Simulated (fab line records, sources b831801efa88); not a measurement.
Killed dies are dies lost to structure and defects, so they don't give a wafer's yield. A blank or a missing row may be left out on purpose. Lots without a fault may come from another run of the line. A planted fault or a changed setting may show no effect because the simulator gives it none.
Which tool did it? | flow sky130 | 13 lots, 39 wafers sampled, at 4 steps of a route of 708

WHAT THE GAUGES READ, wafer by wafer
SKY_METAL1_THK_MEAS_06: measures by xrf.
lot  | measured     | on            | METAL1_ALCU_THK (nm)
L635 | day 31 12:05 | film_metro-03 | 245.8 246.4 242.9
L636 | day 32 04:40 | film_metro-03 | 252.9 247.9 250.7
L637 | day 32 10:58 | film_metro-02 | 250.2 252.5 251.0
L640 | day 33 10:19 | film_metro-03 | 244.3 240.9 246.0
L641 | day 33 23:11 | film_metro-03 | 244.0 242.0 248.0
L643 | day 34 08:49 | film_metro-02 | 249.9 252.1 248.4
L645 | day 35 00:46 | film_metro-04 | 249.4 248.0 247.1
L650 | day 36 14:13 | film_metro-02 | 246.5 250.0 245.9
L653 | day 37 06:14 | film_metro-02 | 249.6 250.9 249.2
L652 | day 37 07:17 | film_metro-04 | 252.0 246.6 251.1
L655 | day 38 05:26 | film_metro-02 | 244.3 245.7 247.8
L656 | day 38 15:38 | film_metro-02 | 250.2 250.4 248.2
L657 | day 38 20:20 | film_metro-02 | 245.6 247.4 249.2

SKY_VIA2_THK_MEAS_01.
lot  | measured     | on            | VIA2_HDPCVD_THK (nm)
L635 | day 35 01:49 | film_metro-03 | 1183 1161 1191
L636 | day 35 16:58 | film_metro-02 | 1196 1185 1165
L637 | day 35 23:05 | film_metro-02 | 1176 1186 1180
L640 | day 36 22:22 | film_metro-02 | 1164 1171 1187
L641 | day 37 10:10 | film_metro-02 | 1186 1175 1188
L643 | day 37 18:38 | film_metro-03 | 1165 1184 1165
L645 | day 38 12:31 | film_metro-02 | 1170 1176 1177
L650 | day 39 23:09 | film_metro-02 | 1163 1179 1176
L653 | day 40 15:33 | film_metro-01 | 1167 1186 1166
L652 | day 40 16:23 | film_metro-02 | 1176 1142 1157
L655 | day 41 12:23 | film_metro-02 | 1186 1168 1181
L656 | day 41 20:48 | film_metro-01 | 1181 1189 1205
L657 | day 42 01:17 | film_metro-02 | 1189 1173 1191

SKY_VIA2_BOW_MEAS_03.
lot  | measured     | on            | VIA2_BOW (um)
L635 | day 35 02:11 | film_metro-03 | 94 99 79
L636 | day 35 17:20 | film_metro-02 | 79 83 80
L637 | day 35 23:27 | film_metro-03 | 89 73 92
L640 | day 36 22:44 | film_metro-03 | 81 91 92
L641 | day 37 10:32 | film_metro-02 | 93 93 84
L643 | day 37 19:01 | film_metro-03 | 83 78 90
L645 | day 38 12:57 | film_metro-01 | 85 76 89
L650 | day 39 23:31 | film_metro-01 | 84 72 83
L653 | day 40 15:55 | film_metro-02 | 81 87 90
L652 | day 40 16:51 | film_metro-02 | 89 93 92
L655 | day 41 12:46 | film_metro-01 | 86 94 83
L656 | day 41 21:29 | film_metro-01 | 74 77 79
L657 | day 42 01:39 | film_metro-02 | 87 77 89

WHICH TOOL RAN EACH LOT (tool, then ch and the chambers of the sampled wafers, then the start)
lot  | SKY_VIA1_SPUTTER_20
L635 | pvd_sputter-02, day 33 20:28
L636 | pvd_sputter-03, day 34 12:29
L637 | pvd_sputter-04, day 34 19:07
L640 | pvd_sputter-04, day 35 18:17
L641 | pvd_sputter-03, day 36 05:36
L643 | pvd_sputter-03, day 36 15:22
L645 | pvd_sputter-04, day 37 07:43
L650 | pvd_sputter-04, day 38 20:48
L653 | pvd_sputter-02, day 39 12:20
L652 | pvd_sputter-04, day 39 13:14
L655 | pvd_sputter-02, day 40 10:06
L656 | pvd_sputter-04, day 40 19:10
L657 | pvd_sputter-04, day 40 23:32
- SKY_VIA1_SPUTTER_20: material TiN, target thk 20 nm, time 80 s.

WHAT THE TOOLS THEMSELVES READ (means of the sampled wafers that have a number; where no wafer has one, the mark that the record gives instead)
SKY_VIA1_SPUTTER_20.
lot  | tool           | cathode_dc_power_W (W) | throttle_valve_pct (%)
L635 | pvd_sputter-02 | 4000.4                 | 30.9
L636 | pvd_sputter-03 | 4000.3                 | 30.3
L637 | pvd_sputter-04 | 4000.6                 | 29.6
L640 | pvd_sputter-04 | 3999.9                 | 29.7
L641 | pvd_sputter-03 | 4085.8                 | 30.0
L643 | pvd_sputter-03 | 4169.9                 | 30.1
L645 | pvd_sputter-04 | 3999.6                 | 28.9
L650 | pvd_sputter-04 | 4000.3                 | 29.2
L653 | pvd_sputter-02 | 4000.0                 | 30.9
L652 | pvd_sputter-04 | 4000.0                 | 29.1
L655 | pvd_sputter-02 | 3999.7                 | 31.6
L656 | pvd_sputter-04 | 3999.6                 | 29.7
L657 | pvd_sputter-04 | 4000.2                 | 29.3

THE ANSWER, worked out from the rows above alone
Rule: what is usual is taken from the lots themselves. Put in order of their means at a reading, lots are off if they are a third of the lots or fewer, leave a main group of 4 or more, and stand apart from it by a gap of 3 or more times the standard deviation of the main group's means; of several such gaps the widest counts. A main group whose means are all the same, to the digits that the tables above print for the reading, isn't used. A lot without any number at a reading at which 4 lots or more have one is off too. The other lots that the step has rows for count as sound. The gauges are gone through in route order, then the tools' own readings, and for those a lot's mean is taken as printed above. The first step at which some lot is off is used, and at that step the reading that is off furthest; a lot without a number counts as furthest.
Off: L641, L643, at SKY_VIA1_SPUTTER_20 (cathode_dc_power_W). The main group: mean 4000.1 W, standard deviation 0.32.
A tool fits if, at that step or a process step before it, it ran every lot that is off, and no sound lot after the first of them. One fits: pvd_sputter-03 at SKY_VIA1_SPUTTER_20. Its last sound lot is L636 (day 34 12:29), its first lot that is off L641 (day 36 05:36): a fault that began between those two fits.
The tool's own readings at SKY_VIA1_SPUTTER_20 bear it out: on the lots that are off they differ by more than 5 times the standard deviation of the sound lots' means. cathode_dc_power_W reads 4127.9 W there against 4000.1 W on the sound lots.

WHAT THE SIMULATOR HAD PUT IN
Process parameter drift: pvd_sputter-03, from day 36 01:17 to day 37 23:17, at SKY_VIA1_SPUTTER_20. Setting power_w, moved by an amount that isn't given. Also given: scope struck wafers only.
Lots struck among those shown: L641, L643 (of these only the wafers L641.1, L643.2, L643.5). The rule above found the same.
